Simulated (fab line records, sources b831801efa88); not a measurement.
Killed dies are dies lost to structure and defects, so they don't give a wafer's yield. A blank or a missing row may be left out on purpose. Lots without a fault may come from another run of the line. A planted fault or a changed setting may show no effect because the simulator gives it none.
Chamber matching | flow sky130 | SKY_VIA3_CMP_02 on cmp-01: 4 sister chambers
The step polishes SiO2. 27 wafers are shown with their chamber, then 12 later ones without.

WAFERS WITH THEIR CHAMBER
wafer  | chamber | motor_current_A (A) | platen_rpm (rpm) | slurry_flow_ml_min
L074.2 | 3       | 11.6                | 60.04            | 150.4
L074.5 | 3       | 11.9                | 60.07            | 150.7
L074.6 | 2       | 12.1                | 60.03            | 150.2
L076.3 | 3       | 11.6                | 60.00            | 150.3
L076.4 | 0       | 12.8                | 59.98            | 149.8
L076.5 | 2       | 12.2                | 60.03            | 150.1
L077.1 | 1       | 10.3                | 59.98            | 149.7
L077.3 | 0       | 12.1                | 59.90            | 151.0
L077.4 | 3       | 11.6                | 59.89            | 150.0
L078.1 | 3       | 11.5                | 59.92            | 149.3
L078.2 | 0       | 12.8                | 60.00            | 150.0
L078.5 | 0       | 12.7                | 59.98            | 149.8
L080.1 | 3       | 11.6                | 60.01            | 150.4
L080.2 | 0       | 12.3                | 59.97            | 150.3
L080.6 | 0       | 12.1                | 60.04            | 150.3
L081.1 | 3       | 12.6                | 59.98            | 149.5
L081.2 | 0       | 12.5                | 59.98            | 150.8
L081.5 | 2       | 12.5                | 59.95            | 149.5
L082.1 | 3       | 11.5                | 59.98            | 149.0
L082.4 | 2       | 12.2                | 60.00            | 150.3
L082.6 | 3       | 11.8                | 60.03            | 149.6
L084.2 | 1       | 9.7                 | 60.01            | 150.2
L084.3 | 3       | 11.5                | 59.97            | 150.2
L084.6 | 3       | 11.6                | 60.10            | 149.4
L083.1 | 1       | 9.9                 | 60.06            | 150.1
L083.3 | 0       | 11.6                | 60.05            | 149.5
L083.5 | 0       | 12.2                | 60.03            | 149.2

SIGNATURES (means of the wafers above)
reading            | chamber 0 | chamber 1 | chamber 2 | chamber 3 | scatter within a chamber
motor_current_A    | 12.344    | 9.967     | 12.250    | 11.709    | 0.334
platen_rpm         | 59.9922   | 60.0167   | 60.0025   | 59.9991   | 0.0518
slurry_flow_ml_min | 150.078   | 150.000   | 150.025   | 149.891   | 0.525
Rule: a wafer's distance from a chamber is the root of the sum, over the readings, of the square of ((its reading less the chamber's mean) divided by the reading's scatter). The wafer belongs to the nearest chamber; if the next one is less than 2 further off, it can't be placed. The scatter: the root of (the sum of the squares of (reading less its chamber's mean) over the shown wafers, divided by (wafers less chambers)).

WAFERS WITHOUT THEIR CHAMBER
wafer  | motor_current_A (A) | platen_rpm (rpm) | slurry_flow_ml_min
L093.1 | 11.6                | 60.00            | 150.1
L093.3 | 9.5                 | 59.99            | 150.1
L093.4 | 11.4                | 60.02            | 150.1
L094.3 | 12.2                | 60.04            | 149.1
L094.4 | 10.4                | 60.06            | 149.5
L094.6 | 12.3                | 60.00            | 149.6
L095.2 | 11.9                | 59.99            | 149.6
L095.4 | 9.8                 | 59.95            | 149.9
L095.5 | 12.0                | 60.07            | 149.1
L097.2 | 11.1                | 59.98            | 149.7
L097.3 | 12.5                | 60.05            | 149.9
L097.6 | 11.8                | 60.04            | 150.3

WHICH CHAMBER EACH WENT THROUGH
wafer  | from the rows above               | in truth
L093.1 | can't be placed: 3 or 2 or 0      | 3
L093.3 | 1                                 | 1
L093.4 | can't be placed: 3 or 2 or 0      | 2
L094.3 | can't be placed: 2 or 0 or 3      | 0
L094.4 | 1                                 | 1
L094.6 | can't be placed: 2 or 0 or 3      | 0
L095.2 | can't be placed: 3 or 2 or 0      | 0
L095.4 | 1                                 | 1
L095.5 | can't be placed: 3 or 2 or 0      | 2
L097.2 | can't be placed: 3 or 1 or 2 or 0 | 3
L097.3 | can't be placed: 2 or 0 or 3      | 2
L097.6 | can't be placed: 3 or 2 or 0      | 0
Placed correctly: 3 of 12. Can't be placed from these rows: 9 (the true chamber is among the candidates in 9). Placed wrongly: 0.
